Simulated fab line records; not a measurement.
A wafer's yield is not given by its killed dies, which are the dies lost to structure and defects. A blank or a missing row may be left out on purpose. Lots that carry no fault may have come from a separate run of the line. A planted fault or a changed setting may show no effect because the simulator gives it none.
Chamber matching :: flow gf180mcu :: GF_SAB_CVD_00 on pecvd-04 has 3 sister chambers
The step deposits SiO2 from TEOS, target thk 50 nm, time 4.9302 s. 16 wafers are shown with their chamber, then 8 later ones without.

== EACH WAFER AND ITS CHAMBER ==
wafer: L086.1
chamber: 0
heater-power-w (W): 824

wafer: L086.2
chamber: 1
heater-power-w (W): 555

wafer: L086.3
chamber: 2
heater-power-w (W): 636

wafer: L086.4
chamber: 0
heater-power-w (W): 849

wafer: L086.5
chamber: 2
heater-power-w (W): 655

wafer: L086.6
chamber: 1
heater-power-w (W): 551

wafer: L089.1
chamber: 0
heater-power-w (W): 742

wafer: L089.2
chamber: 1
heater-power-w (W): 630

wafer: L089.3
chamber: 2
heater-power-w (W): 634

wafer: L089.4
chamber: 2
heater-power-w (W): 639

wafer: L089.5
chamber: 0
heater-power-w (W): 754

wafer: L089.6
chamber: 1
heater-power-w (W): 639

wafer: L090.1
chamber: 2
heater-power-w (W): 675

wafer: L090.2
chamber: 0
heater-power-w (W): 814

wafer: L090.3
chamber: 1
heater-power-w (W): 510

wafer: L090.4
chamber: 2
heater-power-w (W): 689

SIGNATURES (means of the wafers above)
reading: heater-power-w
chamber 0: 796.60
chamber 1: 577.00
chamber 2: 654.67
scatter within a chamber: 42.5
Rule: a wafer's distance from a chamber is the root of the sum, over the readings, of the square of ((its reading less the chamber's mean) divided by the reading's scatter). If the next closest chamber is less than 2 further off than the closest, the wafer can't be placed; otherwise it belongs to the closest. The scatter: take each reading less its chamber's mean, square it, sum over the shown wafers, divide by the number of wafers less the number of chambers, and take the root.

== WAFERS WITH NO CHAMBER GIVEN ==
wafer: L090.5
heater-power-w (W): 787

wafer: L090.6
heater-power-w (W): 505

wafer: L091.1
heater-power-w (W): 590

wafer: L091.2
heater-power-w (W): 676

wafer: L091.3
heater-power-w (W): 837

wafer: L091.4
heater-power-w (W): 856

wafer: L091.5
heater-power-w (W): 669

wafer: L091.6
heater-power-w (W): 599

== CHAMBER TAKEN BY EACH ==
wafer: L090.5
from the rows above: 0
in truth: 0

wafer: L090.6
from the rows above: can't be placed: 1 or 2
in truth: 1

wafer: L091.1
from the rows above: can't be placed: 1 or 2
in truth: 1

wafer: L091.2
from the rows above: can't be placed: 2 or 1
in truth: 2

wafer: L091.3
from the rows above: 0
in truth: 0

wafer: L091.4
from the rows above: 0
in truth: 0

wafer: L091.5
from the rows above: can't be placed: 2 or 1
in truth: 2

wafer: L091.6
from the rows above: can't be placed: 1 or 2
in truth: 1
3 of 8 placed correctly. Cannot be placed on the basis of these rows: 5; the candidates contain the true chamber in 5. Number placed wrongly: 0.
